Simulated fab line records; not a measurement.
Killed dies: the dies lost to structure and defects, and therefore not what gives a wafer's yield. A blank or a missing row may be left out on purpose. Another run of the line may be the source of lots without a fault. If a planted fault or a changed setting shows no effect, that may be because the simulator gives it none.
Chamber matching	flow sky130	4 sister chambers for SKY_VIA1_ETCH_15 on rie_diel-04
The step etches SiO2 in C4F8/O2/Ar, stops on TiN, target depth 351 nm, time 54 s. 4 wafers are shown with their chamber, then 8 later ones without.

WAFERS PAIRED WITH THEIR CHAMBERS
wafer	chamber	oes_product_au (a.u.)
L086.1	2	0.976
L086.6	0	0.982
L088.3	1	0.986
L095.1	3	0.990

WAFERS WITHOUT THEIR CHAMBER
wafer	oes_product_au (a.u.)
L095.2	0.987
L095.3	0.986
L096.1	0.980
L096.3	0.987
L096.6	0.993
L097.1	0.987
L097.2	0.980
L097.4	0.993

CHAMBER TAKEN BY EACH
wafer	from the rows above	in truth
L095.2	can't be placed: 1 or 3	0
L095.3	1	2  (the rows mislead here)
L096.1	can't be placed: 0 or 2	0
L096.3	can't be placed: 1 or 3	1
L096.6	3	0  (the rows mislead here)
L097.1	can't be placed: 1 or 3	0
L097.2	can't be placed: 0 or 2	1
L097.4	3	3
Correct placement for 1 of the 8. Can't be placed from these rows: 5 (the true chamber is among the candidates in 2). Wrongly placed: 2.
How it was worked out, from the rows above alone: a wafer's distance from a chamber is the root of the sum, over the readings, of the square of ((its reading less the chamber's mean) divided by the reading's scatter). If the next closest chamber is less than 2 further off than the closest, the wafer can't be placed; otherwise it belongs to the closest. The mean given for a chamber averages the wafers shown for that chamber. The scatter: with one shown wafer a chamber, the root of the mean of the squares of how far each hidden wafer lies from its nearest shown one.
